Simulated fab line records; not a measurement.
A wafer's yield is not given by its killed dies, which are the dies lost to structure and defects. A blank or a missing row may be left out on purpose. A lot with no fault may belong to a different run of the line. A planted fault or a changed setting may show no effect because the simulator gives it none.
What tool caused it? / flow gf180mcu / Sampling: 12 lots, 36 wafers, 3 of 602 route steps

== WHAT EACH GAUGE READ, for each wafer ==
GF_VT_IMPLANT_RS_MEAS_48: uses a four-point probe to measure.
lot=L178; measured=day 7 14:45; on=film_metro-04; LVPWELL_RS (ohm/sq)=1197 1196 1197
lot=L180; measured=day 8 00:49; on=film_metro-03; LVPWELL_RS (ohm/sq)=1201 1200 1202
lot=L182; measured=day 8 13:41; on=film_metro-03; LVPWELL_RS (ohm/sq)=1200 1199 1200
lot=L183; measured=day 8 23:57; on=film_metro-04; LVPWELL_RS (ohm/sq)=1198 1200 1201
lot=L188; measured=day 10 08:56; on=film_metro-01; LVPWELL_RS (ohm/sq)=1197 1202 1198
lot=L189; measured=day 10 15:25; on=film_metro-03; LVPWELL_RS (ohm/sq)=1199 1200 1198
lot=L190; measured=day 10 22:00; on=film_metro-01; LVPWELL_RS (ohm/sq)=1199 1197 1199
lot=L192; measured=day 11 10:05; on=film_metro-03; LVPWELL_RS (ohm/sq)=1198 1200 1196
lot=L196; measured=day 12 13:58; on=film_metro-04; LVPWELL_RS (ohm/sq)=1179 1179 1183 1179 1179 1183
lot=L197; measured=day 12 21:13; on=film_metro-01; LVPWELL_RS (ohm/sq)=1201 1199 1197
lot=L199; measured=day 13 10:10; on=film_metro-04; LVPWELL_RS (ohm/sq)=1176 1177 1177 1177 1178 1179
lot=L201; measured=day 14 02:13; on=film_metro-04; LVPWELL_RS (ohm/sq)=1194 1194 1195

GF_VT_IMPLANT_RS_MEAS_49: uses a four-point probe to measure.
lot=L178; measured=day 7 14:52; on=film_metro-04; MVPSD_RS (ohm/sq)=1175 1172 1174
lot=L180; measured=day 8 00:56; on=film_metro-03; MVPSD_RS (ohm/sq)=1172 1170 1169
lot=L182; measured=day 8 13:49; on=film_metro-03; MVPSD_RS (ohm/sq)=1170 1168 1169
lot=L183; measured=day 9 00:04; on=film_metro-04; MVPSD_RS (ohm/sq)=1171 1176 1173
lot=L188; measured=day 10 09:04; on=film_metro-01; MVPSD_RS (ohm/sq)=1170 1172 1171
lot=L189; measured=day 10 15:32; on=film_metro-03; MVPSD_RS (ohm/sq)=1169 1165 1167
lot=L190; measured=day 10 22:07; on=film_metro-01; MVPSD_RS (ohm/sq)=1169 1176 1171
lot=L192; measured=day 11 10:13; on=film_metro-03; MVPSD_RS (ohm/sq)=1171 1171 1171
lot=L196; measured=day 12 15:18; on=film_metro-04; MVPSD_RS (ohm/sq)=1168 1171 1171
lot=L197; measured=day 12 21:20; on=film_metro-01; MVPSD_RS (ohm/sq)=1170 1173 1171
lot=L199; measured=day 13 15:00; on=film_metro-04; MVPSD_RS (ohm/sq)=1171 1173 1172
lot=L201; measured=day 14 02:20; on=film_metro-04; MVPSD_RS (ohm/sq)=1173 1173 1171

== EACH LOT AND THE TOOL THAT RAN IT (in order: tool; ch and the chambers of the sampled wafers; start) ==
lot=L178; GF_LVPWELL_IMPLANT_09=implanter-04 ch 0, day 3 21:33
lot=L180; GF_LVPWELL_IMPLANT_09=implanter-04 ch 0, day 4 06:37
lot=L182; GF_LVPWELL_IMPLANT_09=implanter-02 ch 0, day 4 17:27
lot=L183; GF_LVPWELL_IMPLANT_09=implanter-04 ch 0, day 5 01:19
lot=L188; GF_LVPWELL_IMPLANT_09=implanter-01 ch 0, day 6 04:48
lot=L189; GF_LVPWELL_IMPLANT_09=implanter-02 ch 0, day 6 11:25
lot=L190; GF_LVPWELL_IMPLANT_09=implanter-02 ch 0, day 6 15:48
lot=L192; GF_LVPWELL_IMPLANT_09=implanter-01 ch 0, day 7 02:09
lot=L196; GF_LVPWELL_IMPLANT_09=implanter-04 ch 0, day 8 02:28
lot=L197; GF_LVPWELL_IMPLANT_09=implanter-02 ch 0, day 8 09:29
lot=L199; GF_LVPWELL_IMPLANT_09=implanter-04 ch 0, day 8 20:30
lot=L201; GF_LVPWELL_IMPLANT_09=implanter-01 ch 0, day 9 07:44
- GF_LVPWELL_IMPLANT_09

== AS READ BY THE TOOLS THEMSELVES (means over the sampled wafers that have a number; for cases with no such wafer, the mark the record gives instead) ==
GF_LVPWELL_IMPLANT_09.
lot=L178; tool=implanter-04; dose_ions_cm2=5.004e+12; faraday_current_uA=28.4; tilt_deg (degrees)=0.001
lot=L180; tool=implanter-04; dose_ions_cm2=4.998e+12; faraday_current_uA=27.8; tilt_deg (degrees)=-0.001
lot=L182; tool=implanter-02; dose_ions_cm2=5.004e+12; faraday_current_uA=27.7; tilt_deg (degrees)=0.018
lot=L183; tool=implanter-04; dose_ions_cm2=5.002e+12; faraday_current_uA=27.6; tilt_deg (degrees)=0.003
lot=L188; tool=implanter-01; dose_ions_cm2=5.007e+12; faraday_current_uA=28.3; tilt_deg (degrees)=0.003
lot=L189; tool=implanter-02; dose_ions_cm2=4.997e+12; faraday_current_uA=27.9; tilt_deg (degrees)=0.015
lot=L190; tool=implanter-02; dose_ions_cm2=5.005e+12; faraday_current_uA=28.1; tilt_deg (degrees)=0.024
lot=L192; tool=implanter-01; dose_ions_cm2=4.991e+12; faraday_current_uA=28.5; tilt_deg (degrees)=0.023
lot=L196; tool=implanter-04; dose_ions_cm2=5.459e+12; faraday_current_uA=30.6; tilt_deg (degrees)=0.024
lot=L197; tool=implanter-02; dose_ions_cm2=4.999e+12; faraday_current_uA=28.4; tilt_deg (degrees)=-0.007
lot=L199; tool=implanter-04; dose_ions_cm2=5.464e+12; faraday_current_uA=31.1; tilt_deg (degrees)=0.022
lot=L201; tool=implanter-01; dose_ions_cm2=5.001e+12; faraday_current_uA=28.6; tilt_deg (degrees)=0.018

== THE ANSWER, worked out from the rows above alone ==
Rule: what is usual is taken from the lots themselves. The widest of any qualifying gaps counts: lots, ordered by their means at a reading, are off when they make up no more than a third of the lots, leave a main group of 4 or more, and stand apart from it by 3 or more times the standard deviation of that group's means. A main group whose means are all the same, to the digits that the tables above print for the reading, isn't used. Also off: a lot with no number at a reading for which 4 or more lots have one. All remaining lots with rows at the step are treated as sound. The gauges are gone through in route order, then the tools' own readings, and for those a lot's mean is taken as printed above. At the first step where some lot is off, the reading lying furthest off is the one used; lots without a number count as furthest.
Off: at GF_VT_IMPLANT_RS_MEAS_48 (LVPWELL_RS), L196, L199. Main group: mean 1198 ohm/sq, sd 1.8.
A tool fits if, at a process step before that reading, it ran every lot that is off, and no sound lot after the first of them. Not tried: the gauges at GF_VT_IMPLANT_RS_MEAS_48; whatever is off there is also off at GF_LVPWELL_IMPLANT_09, on other tools, and gauge error can't account for it. One fits: GF_LVPWELL_IMPLANT_09 on implanter-04. A fault onset in the window from L183 (day 5 01:19, its last sound lot) to L196 (day 8 02:28, its first lot off) fits.
The tool's own readings at GF_LVPWELL_IMPLANT_09 bear it out: on the lots that are off they differ by more than 5 times the standard deviation of the sound lots' means. dose_ions_cm2 reads 5.462e+12 there against 5.001e+12 on the sound lots; faraday_current_uA reads 30.9 there against 28.1 on the sound lots.

== WHAT THE SIMULATOR HAD PUT IN ==
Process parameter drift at GF_LVPWELL_IMPLANT_09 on implanter-04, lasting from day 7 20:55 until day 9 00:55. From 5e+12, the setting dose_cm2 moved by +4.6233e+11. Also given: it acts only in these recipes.
Struck lots among those shown: L196, L199. Same finding as the rule above.
